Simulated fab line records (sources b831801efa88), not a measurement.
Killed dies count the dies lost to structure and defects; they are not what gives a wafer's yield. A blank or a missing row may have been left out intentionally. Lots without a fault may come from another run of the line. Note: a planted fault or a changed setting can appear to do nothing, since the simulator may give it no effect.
Matching of chambers :: flow sky130 :: 3 sister chambers for SKY_CONTACT_CVD_00 on pecvd-04
The step deposits Si3N4, target thk 75 nm. 27 wafers are shown with their chamber, then 12 later ones without.

== EACH WAFER AND ITS CHAMBER ==
wafer: L074.2
chamber: 0
heaterPowerW (W): 748

wafer: L074.3
chamber: 1
heaterPowerW (W): 498

wafer: L074.5
chamber: 2
heaterPowerW (W): 586

wafer: L079.1
chamber: 1
heaterPowerW (W): 553

wafer: L079.2
chamber: 0
heaterPowerW (W): 705

wafer: L079.3
chamber: 2
heaterPowerW (W): 602

wafer: L079.4
chamber: 2
heaterPowerW (W): 593

wafer: L079.5
chamber: 0
heaterPowerW (W): 732

wafer: L079.6
chamber: 1
heaterPowerW (W): 528

wafer: L078.3
chamber: 1
heaterPowerW (W): 548

wafer: L078.4
chamber: 1
heaterPowerW (W): 543

wafer: L078.6
chamber: 0
heaterPowerW (W): 727

wafer: L084.1
chamber: 0
heaterPowerW (W): 626

wafer: L084.2
chamber: 2
heaterPowerW (W): 534

wafer: L084.3
chamber: 1
heaterPowerW (W): 551

wafer: L084.4
chamber: 0
heaterPowerW (W): 651

wafer: L084.5
chamber: 1
heaterPowerW (W): 558

wafer: L084.6
chamber: 2
heaterPowerW (W): 540

wafer: L085.1
chamber: 0
heaterPowerW (W): 753

wafer: L085.2
chamber: 2
heaterPowerW (W): 507

wafer: L085.3
chamber: 1
heaterPowerW (W): 601

wafer: L085.4
chamber: 1
heaterPowerW (W): 620

wafer: L085.5
chamber: 0
heaterPowerW (W): 768

wafer: L085.6
chamber: 2
heaterPowerW (W): 515

wafer: L086.2
chamber: 1
heaterPowerW (W): 559

wafer: L086.5
chamber: 1
heaterPowerW (W): 567

wafer: L086.6
chamber: 0
heaterPowerW (W): 752

SIGNATURES (averages over the wafers above)
reading: heaterPowerW
chamber 0: 718.00
chamber 1: 556.91
chamber 2: 553.86
scatter within a chamber: 40.3
Rule: distance of a wafer from a chamber = root of the sum over the readings of ((wafer's reading minus chamber's mean) / reading's scatter) squared. The wafer belongs to the nearest chamber; if the next one is less than 2 further off, it can't be placed. The scatter is the square root of a quotient: the sum, over the shown wafers, of each reading's squared deviation from its chamber's mean, divided by wafers minus chambers.

== WAFERS WITH NO CHAMBER GIVEN ==
wafer: L083.1
heaterPowerW (W): 667

wafer: L083.2
heaterPowerW (W): 578

wafer: L083.3
heaterPowerW (W): 594

wafer: L083.4
heaterPowerW (W): 675

wafer: L083.5
heaterPowerW (W): 601

wafer: L083.6
heaterPowerW (W): 585

wafer: L091.2
heaterPowerW (W): 574

wafer: L091.5
heaterPowerW (W): 593

wafer: L091.6
heaterPowerW (W): 555

wafer: L097.2
heaterPowerW (W): 713

wafer: L097.5
heaterPowerW (W): 707

wafer: L097.6
heaterPowerW (W): 619

== THE CHAMBER EACH PASSED THROUGH ==
wafer: L083.1
from the rows above: can't be placed: 0 or 1 or 2
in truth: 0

wafer: L083.2
from the rows above: can't be placed: 1 or 2
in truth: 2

wafer: L083.3
from the rows above: can't be placed: 1 or 2
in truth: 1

wafer: L083.4
from the rows above: can't be placed: 0 or 1 or 2
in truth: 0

wafer: L083.5
from the rows above: can't be placed: 1 or 2 or 0
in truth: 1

wafer: L083.6
from the rows above: can't be placed: 1 or 2
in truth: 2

wafer: L091.2
from the rows above: can't be placed: 1 or 2
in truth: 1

wafer: L091.5
from the rows above: can't be placed: 1 or 2
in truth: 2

wafer: L091.6
from the rows above: can't be placed: 2 or 1
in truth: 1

wafer: L097.2
from the rows above: 0
in truth: 0

wafer: L097.5
from the rows above: 0
in truth: 0

wafer: L097.6
from the rows above: can't be placed: 1 or 2 or 0
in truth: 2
Placed correctly: 2 of 12. From these rows, 10 cannot be placed; in 10 the true chamber is one of the candidates. Wrongly placed: 0.
